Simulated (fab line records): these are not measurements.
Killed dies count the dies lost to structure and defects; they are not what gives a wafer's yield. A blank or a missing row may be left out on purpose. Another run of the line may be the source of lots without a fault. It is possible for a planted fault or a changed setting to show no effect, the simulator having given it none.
Problem report in the 8D (eight disciplines) form, filled by code + flow gf180mcu + the parts of the form that need people (team, actions taken, sign-off) are left out

## 1. WHAT IS WRONG
Wafers free of any fault read 1452 (standard deviation 19) for HV_LDD_3_TW at GF_HV_LDD_TW_MEAS_38, against a mean of 1332 on 6 wafers of 2 lots. Measured from the usual mean, that is -6.3 standard deviations.
The first sign was on wafer L232.2 at day 16 10:50, on film_metro-01. The record holds 42 wafers of 14 lots with a number at this step. Rule for "out" (also "out of limits"): further than 4 standard deviations from the usual mean. All remaining wafers that have a number are taken as sound.

## 2. WHAT IT IS; WHAT IT IS NOT
| question                    | is                           | is not                                                                                 |
|-----------------------------|------------------------------|----------------------------------------------------------------------------------------|
| which readings at this step | HV_LDD_3_TW                  | -                                                                                      |
| which lots                  | L232, L234                   | L219, L220, L221, L222, L223, L224, L225, L226, L237, L238, L239, L241                 |
| which wafers of those lots  | all that have a number       | -                                                                                      |
| read on which gauges        | film_metro-01, film_metro-03 | film_metro-02                                                                          |
| when                        | from day 16 10:50            | up to then (24 sound wafers); but 12 sound wafers of L237, L238, L239, L241 came after |

## 3. SUSPECTS, AND WHAT RULES EACH OUT
Counting: any tool at a process step up to the reading is kept as a suspect provided that every lot that is out went through it and no sound lot did after the first of them.
- the gauge at GF_HV_LDD_TW_MEAS_38 is ruled out. Those wafers that are out were read across 2 gauges (film_metro-01, film_metro-03).
- plasma_asher-04 at GF_NWELL_STRIP_10 (strips in O2/N2): kept. It ran every lot that is out, first L232 (day 6 15:25), and no sound lot after that; its last sound lot up to then is L225 (day 4 21:40).
- implanter-01 at GF_HV_LDD_IMPLANT_33: kept. It ran every lot that is out, first L232 (day 16 10:08), and no sound lot after that; its last sound lot up to then is L226 (day 14 06:32).
After counting, plasma_asher-04 at GF_NWELL_STRIP_10 and implanter-01 at GF_HV_LDD_IMPLANT_33 remain.

## 4. THE CAUSE (what the simulator had put in)
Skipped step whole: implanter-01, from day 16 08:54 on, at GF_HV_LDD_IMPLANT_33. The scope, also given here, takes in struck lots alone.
Of the 2 suspects that counting leaves, this tool is one.

## 5. THE EFFECT CHAIN, in route order
Each row: a reading whose mean over the struck wafers that have a number lies more than 3 standard deviations from the usual. Only readings whose record carries a usual standard deviation are examined. hours: median over the lots of the time between each lot's start at the first step of this table that gives one and its start at this step. sigmas: the change, counted in usual standard deviations.
| hours | step                 | reading     | usual        | on struck wafers | change | sigmas |
|-------|----------------------|-------------|--------------|------------------|--------|--------|
| 0     | GF_HV_LDD_TW_MEAS_38 | HV_LDD_3_TW | 1452         | 1332             | -120   | -6.3   |
| 23    | GF_HV_LDD_RS_MEAS_53 | HV_LDD_RS   | 417.9 ohm/sq | 439.1            | +21.2  | +24    |
Readings that are blank on the struck wafers while sound wafers have them: beam_energy_keV at GF_HV_LDD_IMPLANT_33; beam_on_s at GF_HV_LDD_IMPLANT_33.

## 6. HOW IT WOULD HAVE BEEN CAUGHT EARLIER
In this record the first reading out of limits at a measuring or inspecting step was taken at day 16 10:50, 2 hours after the fault began at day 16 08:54.
At GF_HV_LDD_IMPLANT_33 the tool's readings are blank on the struck wafers, where sound wafers have them: an empty tool record is the first sign, and it was there at once.
L234, from the lots that are out (2), started GF_HV_LDD_IMPLANT_33 on implanter-01 later than day 16 10:50. A tool hold placed at that time would have kept it from harm.
